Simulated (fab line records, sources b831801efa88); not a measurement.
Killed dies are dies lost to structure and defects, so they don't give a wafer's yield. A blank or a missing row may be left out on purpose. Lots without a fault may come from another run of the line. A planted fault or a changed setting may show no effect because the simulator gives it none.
Which tool did it? | flow sky130 | 11 lots, 32 wafers sampled, at 5 steps of a route of 708

WHAT THE GAUGES READ, wafer by wafer
SKY_LDD_HVN_OVL_MEAS_07. Usual: LDD_HVN_OVL 0.3 nm, standard deviation 1.1.
lot  | measured     | on         | LDD_HVN_OVL (nm) | flag
L520 | day 21 04:34 | overlay-01 | 0.1 1.5 0.7      |
L521 | day 21 19:04 | overlay-02 | 0.3 0.1 0.1      |
L523 | day 22 02:07 | overlay-01 | 0.2 1.3 1.4      |
L526 | day 22 23:45 | overlay-02 | -0.1 0.1 -0.4    |
L527 | day 23 15:13 | overlay-02 | 2.5 -0.9 -1.0    |
L530 | day 24 20:36 | overlay-01 | 1.0 0.0          |
L538 | day 27 04:29 | overlay-01 | 1.0 -0.5 1.2     |
L539 | day 27 13:51 | overlay-02 | 2.0 1.0 1.4      |
L540 | day 27 23:42 | overlay-01 | 1.7 -1.3 2.7     |
L541 | day 28 08:01 | overlay-01 | 1.5 1.5 1.5      |
L543 | day 28 22:22 | overlay-02 | -2.3 0.0 -0.2    |

SKY_LI_CONTACT_THK_MEAS_01. Usual: LI_CONTACT_HDPCVD_THK 928 nm, standard deviation 8.6.
lot  | measured     | on            | LI_CONTACT_HDPCVD_THK (nm) | flag
L520 | day 28 22:56 | film_metro-02 | 918 925 917                |
L521 | day 29 10:17 | film_metro-02 | 925 920 916                |
L523 | day 29 19:06 | film_metro-02 | 922 933 927                |
L526 | day 30 14:31 | film_metro-03 | 938 941 931                |
L527 | day 31 03:53 | film_metro-03 | 929 1518 929               | OFF
L530 | day 32 07:18 | film_metro-01 | 1515 1516                  | OFF
L538 | day 34 12:16 | film_metro-02 | 935 927 917                |
L539 | day 35 00:41 | film_metro-01 | 932 936 935                |
L540 | day 35 03:16 | film_metro-01 | 913 920 924                |
L541 | day 35 11:56 | film_metro-02 | 930 934 926                |
L543 | day 36 04:17 | film_metro-03 | 930 926 925                |

WHICH TOOL RAN EACH LOT (tool, then ch and the chambers of the sampled wafers, then the start)
lot  | SKY_LDD_HVN_STRIP_09                 | SKY_LDD_LDN_STRIP_12                 | SKY_LI_CONTACT_HDPCVD_00
L520 | plasma_asher-04 ch 0,1, day 21 04:44 | plasma_asher-02 ch 0,1, day 23 19:14 | hdpcvd-02 ch 0,1,2, day 28 22:49
L521 | plasma_asher-01 ch 0,1, day 21 19:14 | plasma_asher-02 ch 0,1, day 24 08:59 | hdpcvd-02 ch 1,2, day 29 10:08
L523 | plasma_asher-02 ch 0,1, day 22 02:20 | plasma_asher-03 ch 0,1, day 24 16:50 | hdpcvd-01 ch 0,1,2, day 29 18:59
L526 | plasma_asher-01 ch 0,1, day 22 23:56 | plasma_asher-02 ch 0,1, day 25 13:27 | hdpcvd-02 ch 1,2, day 30 14:25
L527 | plasma_asher-02 ch 0,1, day 23 15:24 | plasma_asher-02 ch 0,1, day 26 05:09 | hdpcvd-02 ch 0,1,2, day 31 03:47
L530 | plasma_asher-01 ch 0,1, day 24 20:47 | plasma_asher-01 ch 0, day 27 08:27   | hdpcvd-02 ch 0,2, day 32 07:11
L538 | plasma_asher-02 ch 0,1, day 27 04:41 | plasma_asher-01 ch 0,1, day 29 15:42 | hdpcvd-01 ch 0,1,2, day 34 12:10
L539 | plasma_asher-04 ch 0,1, day 27 14:02 | plasma_asher-03 ch 0,1, day 30 00:45 | hdpcvd-02 ch 0,1,2, day 35 00:35
L540 | plasma_asher-02 ch 0,1, day 27 23:53 | plasma_asher-02 ch 0,1, day 30 10:14 | hdpcvd-02 ch 0,1,2, day 35 03:09
L541 | plasma_asher-01 ch 0,1, day 28 08:11 | plasma_asher-01 ch 0,1, day 30 18:21 | hdpcvd-01 ch 0,1,2, day 35 11:50
L543 | plasma_asher-04 ch 0,1, day 28 22:33 | plasma_asher-02 ch 0, day 31 08:26   | hdpcvd-02 ch 0,1, day 36 04:11
- SKY_LDD_HVN_STRIP_09: strips in O2/N2.
- SKY_LDD_LDN_STRIP_12: strips in O2/N2.
- SKY_LI_CONTACT_HDPCVD_00: deposits PSG, target thk 930 nm, time 155 s.

WHAT THE TOOLS THEMSELVES READ (means of the sampled wafers that have a number; where no wafer has one, the mark that the record gives instead)
SKY_LDD_HVN_STRIP_09. Usual: drypump_motor_current_A 5.8 A, standard deviation 0.41; oes_product_au 0.408 a.u., standard deviation 0.0047; strip_time_to_endpoint_s 4.136 s, standard deviation 0.017.
lot  | tool            | drypump_motor_current_A (A) | oes_product_au (a.u.) | strip_time_to_endpoint_s (s) | flag
L520 | plasma_asher-04 | 5.6                         | 0.409                 | 4.145                        |
L521 | plasma_asher-01 | 5.7                         | 0.408                 | 4.108                        |
L523 | plasma_asher-02 | 6.0                         | 0.407                 | 4.131                        |
L526 | plasma_asher-01 | 5.4                         | 0.409                 | 4.118                        |
L527 | plasma_asher-02 | 6.0                         | 0.405                 | 4.118                        |
L530 | plasma_asher-01 | 5.6                         | 0.408                 | 4.105                        |
L538 | plasma_asher-02 | 6.0                         | 0.413                 | 4.131                        |
L539 | plasma_asher-04 | 5.6                         | 0.410                 | 4.155                        |
L540 | plasma_asher-02 | 6.0                         | 0.411                 | 4.152                        |
L541 | plasma_asher-01 | 5.7                         | 0.412                 | 4.157                        |
L543 | plasma_asher-04 | 5.5                         | 0.410                 | 4.145                        |

SKY_LDD_LDN_STRIP_12. Usual: drypump_motor_current_A 5.7 A, standard deviation 0.4; oes_product_au 0.715 a.u., standard deviation 0.0048; strip_time_to_endpoint_s 14.17 s, standard deviation 0.04.
lot  | tool            | drypump_motor_current_A (A) | oes_product_au (a.u.) | strip_time_to_endpoint_s (s) | flag
L520 | plasma_asher-02 | 6.1                         | 0.715                 | 14.16                        |
L521 | plasma_asher-02 | 6.1                         | 0.713                 | 14.11                        |
L523 | plasma_asher-03 | 5.3                         | 0.714                 | 14.12                        |
L526 | plasma_asher-02 | 6.1                         | 0.718                 | 14.19                        |
L527 | plasma_asher-02 | 6.1                         | 0.715                 | 14.12                        |
L530 | plasma_asher-01 | 6.0                         | 0.714                 | 14.23                        |
L538 | plasma_asher-01 | 5.7                         | 0.716                 | 14.19                        |
L539 | plasma_asher-03 | 5.4                         | 0.714                 | 14.09                        |
L540 | plasma_asher-02 | 6.1                         | 0.709                 | 14.19                        |
L541 | plasma_asher-01 | 5.4                         | 0.714                 | 14.14                        |
L543 | plasma_asher-02 | 6.0                         | 0.718                 | 14.16                        |

SKY_LI_CONTACT_HDPCVD_00. Usual: run_length_s 182.8 s, standard deviation 0.61.
lot  | tool      | run_length_s (s) | flag
L520 | hdpcvd-02 | 183.0            |
L521 | hdpcvd-02 | 182.2            |
L523 | hdpcvd-01 | 183.5            |
L526 | hdpcvd-02 | 182.6            |
L527 | hdpcvd-02 | 215.0            | OFF
L530 | hdpcvd-02 | 280.1            | OFF
L538 | hdpcvd-01 | 183.3            |
L539 | hdpcvd-02 | 182.4            |
L540 | hdpcvd-02 | 182.5            |
L541 | hdpcvd-01 | 183.4            |
L543 | hdpcvd-02 | 183.1            |

THE ANSWER, worked out from the rows above alone
Rule: a lot is off if the mean of its wafers that have a number lies more than 3 standard deviations from the usual mean. A lot without any number at a reading at which 4 lots or more have one is off too. The other lots that the step has rows for count as sound. The gauges are gone through in route order, then the tools' own readings, and for those a lot's mean is taken as printed above. The first step at which some lot is off is used, and at that step the reading that is off furthest; a lot without a number counts as furthest.
Off: L527, L530, at SKY_LI_CONTACT_THK_MEAS_01 (LI_CONTACT_HDPCVD_THK).
A tool fits if, at a process step before that reading, it ran every lot that is off, and no sound lot after the first of them. The gauges at SKY_LI_CONTACT_THK_MEAS_01 aren't tried: what is off there is off at SKY_LI_CONTACT_HDPCVD_00 too, on other tools, and a gauge's error can't cause that. None of those tried fits.

WHAT THE SIMULATOR HAD PUT IN
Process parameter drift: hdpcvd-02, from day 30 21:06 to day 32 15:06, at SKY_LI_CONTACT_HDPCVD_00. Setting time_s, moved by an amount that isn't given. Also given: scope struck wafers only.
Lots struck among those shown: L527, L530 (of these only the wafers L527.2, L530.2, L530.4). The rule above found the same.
